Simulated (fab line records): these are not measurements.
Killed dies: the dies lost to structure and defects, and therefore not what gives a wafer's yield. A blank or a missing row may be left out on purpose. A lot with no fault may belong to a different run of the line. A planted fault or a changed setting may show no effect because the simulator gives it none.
The tool behind it: which one? / flow gf180mcu / 13 lots, 39 wafers sampled, at 3 steps of a route of 602

== WHAT THE GAUGES READ, wafer by wafer ==
GF_V3_BOW_MEAS_05. Usual: V3_BOW gives 117 um (standard deviation 9.6).
lot=L755; measured=day 21 11:14; on=film-metro-03; V3_BOW (um)=101 119 100; flag=
lot=L756; measured=day 21 17:54; on=film-metro-03; V3_BOW (um)=128 129 135; flag=
lot=L757; measured=day 22 03:16; on=film-metro-01; V3_BOW (um)=110 109 116; flag=
lot=L758; measured=day 22 07:10; on=film-metro-04; V3_BOW (um)=142 142 134; flag=
lot=L759; measured=day 22 15:25; on=film-metro-04; V3_BOW (um)=116 103 108; flag=
lot=L763; measured=day 24 03:34; on=film-metro-04; V3_BOW (um)=131 118 118; flag=
lot=L768; measured=day 25 17:14; on=film-metro-04; V3_BOW (um)=123 112 136; flag=
lot=L772; measured=day 27 14:47; on=film-metro-01; V3_BOW (um)=106 112 117; flag=
lot=L773; measured=day 27 21:12; on=film-metro-04; V3_BOW (um)=125 132 117; flag=
lot=L774; measured=day 28 05:15; on=film-metro-04; V3_BOW (um)=131 122 135; flag=
lot=L775; measured=day 28 08:28; on=film-metro-03; V3_BOW (um)=100 104 98; flag=
lot=L777; measured=day 28 18:26; on=film-metro-03; V3_BOW (um)=121 115 110; flag=
lot=L778; measured=day 29 00:59; on=film-metro-03; V3_BOW (um)=134 131 129; flag=

GF_M4_OVL_MEAS_15. Usual: M4_OVL gives 7 nm (standard deviation 5.3).
lot=L755; measured=day 23 11:10; on=overlay-01; M4_OVL (nm)=9 12 16; flag=
lot=L756; measured=day 23 17:18; on=overlay-01; M4_OVL (nm)=14 13 11; flag=
lot=L757; measured=day 24 03:16; on=overlay-01; M4_OVL (nm)=14 13 13; flag=
lot=L758; measured=day 24 05:38; on=overlay-01; M4_OVL (nm)=0 0 3; flag=
lot=L759; measured=day 24 14:31; on=overlay-01; M4_OVL (nm)=12 6 11; flag=
lot=L763; measured=day 26 01:23; on=overlay-01; M4_OVL (nm)=8 6 5; flag=
lot=L768; measured=day 27 12:31; on=overlay-01; M4_OVL (nm)=19 14 11; flag=
lot=L772; measured=day 29 08:48; on=overlay-02; M4_OVL (nm)=7 1 5; flag=
lot=L773; measured=day 29 14:18; on=overlay-02; M4_OVL (nm)=6 14 8; flag=
lot=L774; measured=day 29 22:02; on=overlay-02; M4_OVL (nm)=11 11 8; flag=
lot=L775; measured=day 30 00:35; on=overlay-02; M4_OVL (nm)=2 4 4; flag=
lot=L777; measured=day 30 09:40; on=overlay-01; M4_OVL (nm)=-1 4 -1; flag=
lot=L778; measured=day 30 16:23; on=overlay-02; M4_OVL (nm)=8 8 5; flag=

== WHICH TOOL RAN EACH LOT (tool, then ch and the chambers of the sampled wafers, then the start) ==
lot=L755; GF_V3_CVD_23=cvd-w-01 ch 0,1, day 22 11:43
lot=L756; GF_V3_CVD_23=cvd-w-02 ch 0, day 22 17:53
lot=L757; GF_V3_CVD_23=cvd-w-02 ch 0,1, day 23 03:58
lot=L758; GF_V3_CVD_23=cvd-w-02 ch 0,1, day 23 06:22
lot=L759; GF_V3_CVD_23=cvd-w-02 ch 0,1, day 23 15:04
lot=L763; GF_V3_CVD_23=cvd-w-02 ch 1, day 25 02:21
lot=L768; GF_V3_CVD_23=cvd-w-02 ch 0,1, day 26 15:03
lot=L772; GF_V3_CVD_23=cvd-w-01 ch 1, day 28 12:20
lot=L773; GF_V3_CVD_23=cvd-w-01 ch 0,1, day 28 18:05
lot=L774; GF_V3_CVD_23=cvd-w-01 ch 0,1, day 29 01:50
lot=L775; GF_V3_CVD_23=cvd-w-02 ch 0,1, day 29 04:40
lot=L777; GF_V3_CVD_23=cvd-w-01 ch 0,1, day 29 14:58
lot=L778; GF_V3_CVD_23=cvd-w-02 ch 0,1, day 29 20:36
- GF_V3_CVD_23: deposits W, target thk 350 nm, time 104.9 s.

== WHAT THE TOOLS THEMSELVES READ (means of the sampled wafers that have a number; where no wafer has one, the mark that the record gives instead) ==
GF_V3_CVD_23. Usual: heater-power-w at 884 W, with a standard deviation of 65.
lot=L755; tool=cvd-w-01; heater-power-w (W)=926; flag=
lot=L756; tool=cvd-w-02; heater-power-w (W)=923; flag=
lot=L757; tool=cvd-w-02; heater-power-w (W)=890; flag=
lot=L758; tool=cvd-w-02; heater-power-w (W)=854; flag=
lot=L759; tool=cvd-w-02; heater-power-w (W)=859; flag=
lot=L763; tool=cvd-w-02; heater-power-w (W)=829; flag=
lot=L768; tool=cvd-w-02; heater-power-w (W)=886; flag=
lot=L772; tool=cvd-w-01; heater-power-w (W)=973; flag=
lot=L773; tool=cvd-w-01; heater-power-w (W)=868; flag=
lot=L774; tool=cvd-w-01; heater-power-w (W)=930; flag=
lot=L775; tool=cvd-w-02; heater-power-w (W)=871; flag=
lot=L777; tool=cvd-w-01; heater-power-w (W)=867; flag=
lot=L778; tool=cvd-w-02; heater-power-w (W)=861; flag=

== THE ANSWER, worked out from the rows above alone ==
Rule: a lot counts as off when the mean over its wafers that have a number is more than 3 standard deviations away from the usual mean. A lot without any number at a reading at which 4 lots or more have one is off too. Where the step has rows for the other lots, those lots are counted as sound. Order of review: gauges by route order, followed by the tools' own readings, for which a lot's mean as printed above is used. At the first step where some lot is off, the reading lying furthest off is the one used; lots without a number count as furthest.
No lot is off at any reading shown: from this, nothing can be told.

== WHAT THE SIMULATOR HAD INSERTED ==
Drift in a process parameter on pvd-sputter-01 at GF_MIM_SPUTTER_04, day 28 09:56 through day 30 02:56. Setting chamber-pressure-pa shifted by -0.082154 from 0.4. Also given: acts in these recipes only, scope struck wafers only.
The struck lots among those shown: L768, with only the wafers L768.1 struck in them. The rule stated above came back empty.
